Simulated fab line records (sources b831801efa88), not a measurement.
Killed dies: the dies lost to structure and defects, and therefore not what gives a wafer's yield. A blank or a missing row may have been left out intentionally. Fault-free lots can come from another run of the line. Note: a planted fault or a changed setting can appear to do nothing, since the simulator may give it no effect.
2 desks, one fault / flow gf180mcu / each desk has only its own numbers; what lay behind them comes last

## TOOL OWNER'S DESK, rie_diel-01
The tool's own readings at GF_V1_ETCH_17 (etches SiO2 in C4F8/O2/Ar, stops on TiN, target depth 630 nm): means of the sampled wafers that have a number, for each lot that ran on this tool. If a lot's mean is further than 4 standard deviations from the usual mean, the lot is out of limits and carries the mark OUT (the distance appears in the brackets).
Columns: A = oes_product_au at GF_V1_ETCH_17, usual 0.855 a.u.; B = rf_fwd_power_W at GF_V1_ETCH_17, usual 1494 W
lot=L997; first seen here=day 19 17:00; A=0.853; B=1497
lot=L101; first seen here=day 20 13:00; A=0.856; B=1495
lot=L102; first seen here=day 21 03:00; A=0.853; B=1489
lot=L111; first seen here=day 23 22:00; A=0.857; B=1485
lot=L112; first seen here=day 24 04:00; A=0.855; B=1495
This desk found nothing out of limits on any of the 5 lots.

## METROLOGY DESK
Means of the sampled wafers that have a number, per lot and without regard to the tool the lot ran on: this is what the gauges read. If a lot's mean is further than 4 standard deviations from the usual mean, the lot is out of limits and carries the mark OUT (the distance appears in the brackets).
Columns: A = V5_W_THK at GF_V5_THK_MEAS_25, usual 368 nm
lot=L995; first seen here=day 27 03:53; A=375
lot=L996; first seen here=day 28 03:06; A=357
lot=L998; first seen here=day 28 10:36; A=369
lot=L997; first seen here=day 28 13:22; A=358
lot=L101; first seen here=day 29 06:07; A=366
lot=L102; first seen here=day 29 17:52; A=370
lot=L108; first seen here=day 31 02:41; A=373
lot=L109; first seen here=day 31 10:56; A=367
lot=L111; first seen here=day 31 23:05; A=369
lot=L112; first seen here=day 32 03:50; A=374
lot=L113; first seen here=day 32 13:44; A=368
lot=L114; first seen here=day 32 16:46; A=363
lot=L116; first seen here=day 33 06:55; A=367
This desk found nothing out of limits on any of the 13 lots.

## PUT TOGETHER
The tool owner's desk saw nothing out of limits.
The metrology desk saw nothing out of limits.

## WHAT THE SIMULATOR PUT IN
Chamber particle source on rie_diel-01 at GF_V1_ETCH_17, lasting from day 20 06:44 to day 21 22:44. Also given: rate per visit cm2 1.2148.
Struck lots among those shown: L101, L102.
